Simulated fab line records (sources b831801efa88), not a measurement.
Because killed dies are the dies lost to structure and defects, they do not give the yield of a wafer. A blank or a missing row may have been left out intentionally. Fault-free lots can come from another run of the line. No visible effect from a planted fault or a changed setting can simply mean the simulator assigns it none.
Which tool is to blame? ; flow sky130 ; 13 lots, 39 wafers sampled, at 4 steps of a route of 708

## WHAT EACH GAUGE READ, for each wafer
SKY_POLY_CUT_CD_MEAS_08 targets a cd of 270 nm. Usual: cd-nm reads 270.0 nm (standard deviation 1.3).
lot;measured;on;cd-nm (nm);flag
L808;day 24 06:58;cd-sem-01;272.1 271.7 271.4;
L809;day 24 17:04;cd-sem-02;269.1 268.8 268.5;
L810;day 25 08:34;cd-sem-01;269.1 271.1 270.4;
L812;day 26 01:43;cd-sem-02;269.0 268.7 269.5;
L816;day 27 13:38;cd-sem-01;272.0 270.3 271.4;
L817;day 27 20:21;cd-sem-02;269.3 269.5 269.8;
L819;day 28 09:04;cd-sem-02;270.7 269.7 269.6;
L825;day 30 23:25;cd-sem-01;272.4 274.0 273.1;
L826;day 31 04:40;cd-sem-01;270.0 269.7 269.5;
L827;day 31 06:48;cd-sem-02;271.2 273.6 272.1;
L828;day 31 14:41;cd-sem-02;272.6 272.0 272.7;
L830;day 31 23:05;cd-sem-02;270.0 270.0 271.3;
L829;day 32 02:12;cd-sem-01;266.8 267.9 266.7;

SKY_SD_N_OVL_MEAS_08. Usual: SD_N_OVL gives -0.9 nm (standard deviation 1.2).
lot;measured;on;SD_N_OVL (nm);flag
L808;day 27 23:39;overlay-02;0.4 -1.0 -0.6;
L809;day 28 09:57;overlay-02;-1.2 -1.0 -0.6;
L810;day 29 00:09;overlay-01;-0.8 -2.3 0.9;
L812;day 29 16:36;overlay-01;0.3 -1.6 -1.7;
L816;day 31 01:53;overlay-01;-1.9 -4.0 -2.9;
L817;day 31 09:41;overlay-01;-0.6 -1.3 -1.0;
L819;day 31 21:48;overlay-01;0.7 -0.2 0.5;
L825;day 34 07:39;overlay-02;0.1 1.3 -0.2;
L826;day 34 12:42;overlay-02;-1.7 -3.0 -1.6;
L827;day 34 16:25;overlay-01;0.4 0.0 -1.1;
L828;day 34 22:58;overlay-01;0.0 1.1 -0.6;
L830;day 35 07:25;overlay-02;-1.7 -1.3 -1.1;
L829;day 35 09:53;overlay-01;0.2 -0.5 0.9;

## TOOL THAT RAN EACH LOT (tool first, then ch and the chambers of the sampled wafers, then the start)
lot;SKY_POLY_GATE_ETCH_16;SKY_POLY_CUT_SOFTBAKE_04
L808;rie-diel-02 ch 0,3, day 16 09:58;litho-track-02 ch 0, day 23 15:00
L809;rie-diel-01 ch 0,1, day 16 20:23;litho-track-03 ch 0, day 24 02:00
L810;rie-diel-03 ch 1,2,3, day 17 11:05;litho-track-04 ch 0, day 24 17:00
L812;rie-diel-01 ch 1,2, day 18 02:37;litho-track-02 ch 0, day 25 10:00
L816;rie-diel-03 ch 0,2, day 19 21:34;litho-track-02 ch 0, day 26 23:00
L817;rie-diel-02 ch 0,2,3, day 20 02:34;litho-track-02 ch 0, day 27 05:00
L819;rie-diel-01 ch 1,2, day 20 17:05;litho-track-04 ch 0, day 27 18:00
L825;rie-diel-03 ch 0,1, day 23 11:34;litho-track-02 ch 0, day 30 09:00
L826;rie-diel-02 ch 0,1,3, day 23 19:01;litho-track-04 ch 0, day 30 15:00
L827;rie-diel-03 ch 0,2, day 23 20:16;litho-track-02 ch 0, day 30 17:00
L828;rie-diel-03 ch 0,2, day 24 05:35;litho-track-02 ch 0, day 31 00:00
L830;rie-diel-01 ch 0,2, day 24 10:49;litho-track-04 ch 0, day 31 09:00
L829;rie-diel-03 ch 0,1, day 24 17:59;litho-track-04 ch 0, day 31 12:00
- SKY_POLY_GATE_ETCH_16: etches Si3N4 in CH3F/O2, stops on poly-Si, time 147.5 s, target depth 75 nm.
- SKY_POLY_CUT_SOFTBAKE_04: time 90 s.

## AS READ BY THE TOOLS THEMSELVES (means over the sampled wafers that have a number; for cases with no such wafer, the mark the record gives instead)
SKY_POLY_GATE_ETCH_16. Usual: drypump-motor-current-A 5.7 A, standard deviation 0.38; oes-product-au 0.639 a.u., standard deviation 0.0054; throttle-valve-pct 10.535 %, standard deviation 0.0092.
lot;tool;drypump-motor-current-A (A);oes-product-au (a.u.);throttle-valve-pct (%);flag
L808;rie-diel-02;5.2;0.640;10.537;
L809;rie-diel-01;5.7;0.636;10.535;
L810;rie-diel-03;5.7;0.649;10.532;
L812;rie-diel-01;5.5;0.638;10.537;
L816;rie-diel-03;5.8;0.635;10.538;
L817;rie-diel-02;5.4;0.638;10.542;
L819;rie-diel-01;5.6;0.644;10.540;
L825;rie-diel-03;6.0;0.639;10.550;
L826;rie-diel-02;5.5;0.634;10.541;
L827;rie-diel-03;5.7;0.645;10.537;
L828;rie-diel-03;6.0;0.643;10.532;
L830;rie-diel-01;5.5;0.639;10.535;
L829;rie-diel-03;6.0;0.646;10.540;

SKY_POLY_CUT_SOFTBAKE_04. Usual: exhaust-pa 45.1 Pa, standard deviation 0.82; heater-power-total-W 57.35 W, standard deviation 0.11; plate-temp-C 99.99 C, standard deviation 0.14.
lot;tool;exhaust-pa (Pa);heater-power-total-W (W);plate-temp-C (C);flag
L808;litho-track-02;45.1;57.39;100.07;
L809;litho-track-03;45.4;57.44;99.99;
L810;litho-track-04;45.8;57.43;100.09;
L812;litho-track-02;45.7;57.30;100.24;
L816;litho-track-02;45.4;57.30;99.85;
L817;litho-track-02;45.8;57.32;99.86;
L819;litho-track-04;45.0;57.23;100.08;
L825;litho-track-02;44.8;60.90;104.43;OFF
L826;litho-track-04;45.9;57.44;99.97;
L827;litho-track-02;45.7;60.97;104.34;OFF
L828;litho-track-02;43.9;60.87;104.72;OFF
L830;litho-track-04;44.5;57.36;99.85;
L829;litho-track-04;45.5;57.35;99.87;

## THE ANSWER, worked out from the rows above alone
Rule: a lot is off if the mean of its wafers that have a number lies more than 3 standard deviations from the usual mean. Also off: a lot with no number at a reading for which 4 or more lots have one. Any other lot the step has rows for is counted as sound. The gauges are gone through in route order, then the tools' own readings, and for those a lot's mean is taken as printed above. The first step at which some lot is off is used, and at that step the reading that is off furthest; a lot without a number counts as furthest.
Off, at SKY_POLY_CUT_SOFTBAKE_04 on plate-temp-C: L825, L827, L828.
If a tool, at that step or one of the process steps before it, ran each lot that is off and ran no sound lot following the first of them, it fits. One fits: SKY_POLY_CUT_SOFTBAKE_04 on litho-track-02. A fault onset in the window from L817 (day 27 05:00, its last sound lot) to L825 (day 30 09:00, its first lot off) fits.
The tool's own readings at SKY_POLY_CUT_SOFTBAKE_04 bear it out: on the lots that are off they differ by more than 5 times the standard deviation of the sound lots' means. heater-power-total-W reads 60.91 W there against 57.36 W on the sound lots; plate-temp-C reads 104.50 C there against 99.99 C on the sound lots.

## WHAT THE SIMULATOR HAD INSERTED
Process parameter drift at SKY_POLY_CUT_SOFTBAKE_04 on litho-track-02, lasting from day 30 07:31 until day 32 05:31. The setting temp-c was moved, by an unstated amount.
Lots struck among those shown: L825, L827, L828. The rule above found the same.
